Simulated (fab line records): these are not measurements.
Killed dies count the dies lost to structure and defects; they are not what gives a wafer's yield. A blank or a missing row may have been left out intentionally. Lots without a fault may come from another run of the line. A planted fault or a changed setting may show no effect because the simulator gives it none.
Comparing a struck lot with a sound one :: flow gf180mcu :: 14 out of 602 route steps
Sound: the wafers L883.1, L883.3, L883.6. Struck: wafers L885.1, L885.4, L885.5. The cause is named last.
For every step that has rows: the tool of each side, followed by ch and its chambers, followed by its first start. Under that, the readings that differ: sound wafers :: struck wafers :: difference of the means :: sigmas: that difference in standard deviations of wafers without a fault.
alike: readings whose means differ by less than 2 such deviations, and words and numbers that are the same on both sides. not compared: withheld readings, readings that some wafer has no value for, bounds like >300 that may hide the same value, and numbers for which the record gives no deviation and whose values overlap.
The two part at a step that has a row with sigmas, a row that says differs or no value, or rows on one side only. Non-overlapping numbers with no deviation appear without sigmas and do not part them. Lack of a reading on every wafer of one side parts them only where that side has two or more wafers.

first, 3 steps without rows for these wafers: GF_V1_STRIP_18 (strips in O2/N2); GF_V1_STRIP_19 (strips in post etch residue remover, time 1200 s); GF_V1_CLEAN_20 (cleans in DIW).
GF_V1_SPUTTER_21: material Ti, target thk 15 nm, time 80.02 s.
  sound: pvdSputter-01 at day 20 12:37; struck: pvdSputter-02 at day 21 20:01
  alike: cathodeDcPowerW, chamberPressurePa, throttleValvePct
GF_V1_SPUTTER_22: material TiN, target thk 10 nm, time 40 s.
  sound: pvdSputter-01 at day 20 12:40; struck: pvdSputter-02 at day 21 20:04
  alike: cathodeDcPowerW, chamberPressurePa, throttleValvePct
then, 1 step without rows for these wafers: GF_V1_CVD_23 (deposits W, target thk 350 nm, time 105.05 s).
GF_V1_RS_MEAS_24: measures by four-point-probe.
  sound: filmMetro-01 at day 20 12:49; struck: filmMetro-02 at day 21 20:13
  alike: V1_W_RS
GF_V1_THK_MEAS_25: measures by xrf.
  sound: filmMetro-01 at day 20 12:56; struck: filmMetro-02 at day 21 20:20
  alike: V1_W_THK
then, 1 step without rows for these wafers: GF_V1_CMP_26 (polishes, stops on SiO2, t overpolish 15 s, target thk 0 nm).
GF_M2_SPUTTER_00: material Ti, target thk 37.5 nm, time 150 s.
  sound: pvdSputter-03 at day 20 13:18; struck: pvdSputter-03 at day 21 20:42
  alike: cathodeDcPowerW, chamberPressurePa, throttleValvePct
then, 1 step without rows for these wafers: GF_M2_SPUTTER_01 (material TiN, target thk 30 nm, time 25 s).
GF_M2_SPUTTER_02: material AlCu, target thk 450 nm, time 23.9 s.
  sound: pvdSputter-03 at day 20 13:26; struck: pvdSputter-03 at day 21 20:50
  alike: cathodeDcPowerW, chamberPressurePa, throttleValvePct
GF_M2_SPUTTER_03: material Ti, target thk 10 nm, time 6.7 s.
  sound: pvdSputter-03 at day 20 13:28; struck: pvdSputter-03 at day 21 20:52
  no value came back on the struck wafers for cathodeDcPowerW (W), chamberPressurePa (Pa), throttleValvePct (%); on the sound wafers cathodeDcPowerW (W) reads 2999.9 2999.5 2999.5
GF_M2_SPUTTER_04: material TiN, target thk 50 nm, time 41.7 s.
  sound: pvdSputter-03 at day 20 13:29; struck: pvdSputter-03 at day 21 20:53
  alike: cathodeDcPowerW, chamberPressurePa, throttleValvePct

## WHERE THEY PART
Within this record, at GF_M2_SPUTTER_03 only. Later steps at which nothing parts them and some readings are alike: GF_M2_SPUTTER_04.

WHY: what had been put in by the simulator
At GF_M2_SPUTTER_03, the step was skipped entirely on pvdSputter-03 from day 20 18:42 on. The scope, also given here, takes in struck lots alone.
